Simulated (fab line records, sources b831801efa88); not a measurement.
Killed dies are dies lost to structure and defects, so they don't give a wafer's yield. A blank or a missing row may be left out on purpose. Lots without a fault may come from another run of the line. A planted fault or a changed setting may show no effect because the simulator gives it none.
A struck lot beside a sound one | flow sky130 | 43 steps out of a route of 708
Sound: wafers L993.1, L993.2, L993.6. Struck: wafer L100.5. (L100.2, L100.6 of the same lot were not struck and are left out.) The cause comes at the end.
At each step with rows: each side's tool, then ch and its chambers, then its first start. Under that, the readings that differ: sound wafers | struck wafers | difference of the means | sigmas: that difference in standard deviations of wafers without a fault.
alike: readings whose means differ by less than 2 such deviations, and words and numbers that are the same on both sides. not compared: withheld readings, readings that some wafer has no value for, bounds like >300 that may hide the same value, and numbers for which the record gives no deviation and whose values overlap.
The two part at a step that has a row with sigmas, a row that says differs or no value, or rows on one side only. Numbers that don't overlap but have no deviation are shown without sigmas and don't part them. A reading that every wafer of one side lacks parts them only if that side has two wafers or more.

SKY_FIELD_ISO_THK_MEAS_04:
  sound on film_metro-02, day 2 21:03; struck on film_metro-03, day 4 10:23
  alike: FIELD_ISO_CVD_03_THK
then, 8 steps without rows for these wafers: SKY_FIELD_ISO_DEHYDRATE_05 (time 60 s); SKY_FIELD_ISO_HMDS_06 (prime time 60 s); SKY_FIELD_ISO_COAT_07 (resist thk 60 nm); SKY_FIELD_ISO_COAT_08 (resist thk 450 nm); SKY_FIELD_ISO_SOFTBAKE_09 (time 90 s); SKY_FIELD_ISO_EXPOSE_10 (exposes mask FOM, target cd 150 nm); SKY_FIELD_ISO_PEB_11; SKY_FIELD_ISO_DEVELOP_12 (develop time 60 s).
SKY_FIELD_ISO_CD_MEAS_13: target cd 150 nm.
  sound on cd_sem-01, day 3 13:13; struck on cd_sem-01, day 5 03:02
  reading    | sound             | struck | difference | sigmas
  cd_nm (nm) | 151.7 151.8 151.3 | 148.3  | -3.3       | -2
SKY_FIELD_ISO_ETCH_14: etches BARC in N2/H2, stops on SiO2, time 45.9 s, target depth 60 nm.
  sound on rie_diel-03 ch 1,2,3, day 3 13:20; struck on rie_diel-03 ch 0, day 5 03:08
  alike: drypump_motor_current_A, oes_product_au, throttle_valve_pct
  not compared: rf_hours_counter_h
SKY_FIELD_ISO_ETCH_15: etches the open film in CHF3/O2, stops on Si, target depth 180 nm, time 72 s.
  sound on rie_diel-03 ch 1,2,3, day 3 13:22; struck on rie_diel-03 ch 0, day 5 03:11
  reading                | sound             | struck | difference | sigmas
  throttle_valve_pct (%) | 8.837 8.831 8.843 | 8.862  | +0.025     | +3
  alike: drypump_motor_current_A, oes_product_au
  not compared: rf_hours_counter_h
SKY_FIELD_ISO_STRIP_16: strips in O2/N2.
  sound on plasma_asher-04 ch 0,1, day 3 13:26; struck on plasma_asher-04 ch 0, day 5 03:14
  reading               | sound             | struck | difference | sigmas
  oes_product_au (a.u.) | 0.386 0.382 0.381 | 0.374  | -0.009     | -2
  alike: drypump_motor_current_A, strip_time_to_endpoint_s
  not compared: rf_hours_counter_h
SKY_FIELD_ISO_ETCH_17: etches Si in HBr/Cl2/O2, target depth 342 nm, time 97.7 s.
  sound on rie_si-01 ch 0,1,2, day 3 13:32; struck on rie_si-02 ch 3, day 5 03:20
  reading               | sound             | struck | difference | sigmas
  oes_product_au (a.u.) | 1.006 0.990 0.993 | 1.019  | +0.023     | +2
  alike: drypump_motor_current_A, he_backside_leak_sccm, throttle_valve_pct
  not compared: rf_hours_counter_h
then, 5 steps without rows for these wafers: SKY_FIELD_ISO_WET_ETCH_18 (etches Si3N4 in H3PO4, target depth 25 nm, time 286 s); SKY_FIELD_ISO_CLEAN_19 (cleans in SC1/SC2, time 150 s); SKY_FIELD_ISO_CLEAN_20 (cleans in dHF, time 20 s); SKY_FIELD_ISO_WET_ETCH_21 (etches SiO2 in dHF, target depth 20 nm, time 400 s); SKY_FIELD_ISO_OXIDATION_22 (stabilise 600 s, purge 300 s, target thk 10 nm).
SKY_FIELD_ISO_THK_MEAS_23:
  sound on film_metro-04, day 3 16:25; struck on film_metro-03, day 5 05:58
  alike: FIELD_ISO_OXIDATION_01_THK
then, 1 step without rows for these wafers: SKY_FIELD_ISO_CVD_24 (deposits SiO2, target thk 595 nm, time 99.2 s).
SKY_FIELD_ISO_THK_MEAS_25:
  sound on film_metro-02, day 3 16:35; struck on film_metro-03, day 5 06:08
  alike: FIELD_ISO_CVD_24_THK
then, 1 step without rows for these wafers: SKY_FIELD_ISO_ANNEAL_26 (time 1800 s).
SKY_FIELD_ISO_CMP_27: polishes, stops on Si3N4, t overpolish 16 s, target thk 457.8 nm.
  sound on cmp-02 ch 0,1, day 3 18:11; struck on cmp-01 ch 1, day 5 08:52
  alike: motor_current_A, overpolish_run_s, slurry_filter_dp_kPa, time_to_endpoint_s
then, 5 steps without rows for these wafers: SKY_FIELD_ISO_WET_ETCH_28 (etches SiO2 in dHF, target depth 23.7 nm, time 47 s); SKY_FIELD_ISO_WET_ETCH_29 (etches Si3N4 in H3PO4, target depth 160 nm, time 1825 s); SKY_FIELD_ISO_WET_ETCH_30 (etches SiO2 in dHF, target depth 25 nm, time 50 s); SKY_NWELL_CLEAN_00 (cleans in SC1/SC2, time 150 s); SKY_NWELL_OXIDATION_01 (stabilise 600 s, purge 300 s, target thk 10 nm).
SKY_NWELL_THK_MEAS_02:
  sound on film_metro-01, day 3 22:14; struck on film_metro-01, day 5 11:39
  alike: NWELL_OXIDATION_THK
then, 8 steps without rows for these wafers: SKY_DNWELL_DEHYDRATE_00 (time 60 s); SKY_DNWELL_HMDS_01 (prime time 60 s); SKY_DNWELL_COAT_02 (resist thk 3000 nm); SKY_DNWELL_SOFTBAKE_03; SKY_DNWELL_EXPOSE_04 (exposes mask DNM, target cd 3000 nm); SKY_DNWELL_PEB_05; SKY_DNWELL_DEVELOP_06 (develop time 60 s); SKY_DNWELL_IMPLANT_07.
SKY_DNWELL_STRIP_08: strips in O2/N2.
  sound on plasma_asher-03 ch 0,1, day 4 14:52; struck on plasma_asher-03 ch 1, day 6 06:04
  alike: drypump_motor_current_A, oes_product_au, strip_time_to_endpoint_s
  not compared: rf_hours_counter_h
SKY_DNWELL_TW_MEAS_09:
  sound on film_metro-01, day 4 14:58; struck on film_metro-02, day 6 06:10
  alike: DNWELL_TW
then, 2 steps without rows for these wafers: SKY_PWDE_DEHYDRATE_00 (time 60 s); SKY_PWDE_HMDS_01 (prime time 60 s).
-- the record jumps here: 43 days lie between the struck wafers' starts before and after (it left off in module PWDE and takes up again in module PAD_OPEN, whose first step shown is number 708 of the route) --
SKY_PAD_OPEN_PROBE_99:
  sound on prober-02, day 47 14:22; struck on prober-02, day 49 07:52
  reading             | sound    | struck | difference | sigmas
  killed_at_front_end | 8 11 12  | 68     | +58        | +15
  killed_dies         | 83 76 97 | 134    | +49        | +6
  killed_short        | 40 41 43 | 23     | -18        | -3
  alike: killed_at_M0_to_M3, killed_at_M4_up, killed_at_contacts, killed_at_other, killed_on_rim, killed_open

WHERE THEY PART
First at SKY_FIELD_ISO_CD_MEAS_13; last, within this record, at SKY_PAD_OPEN_PROBE_99.

WHY: what the simulator had put in
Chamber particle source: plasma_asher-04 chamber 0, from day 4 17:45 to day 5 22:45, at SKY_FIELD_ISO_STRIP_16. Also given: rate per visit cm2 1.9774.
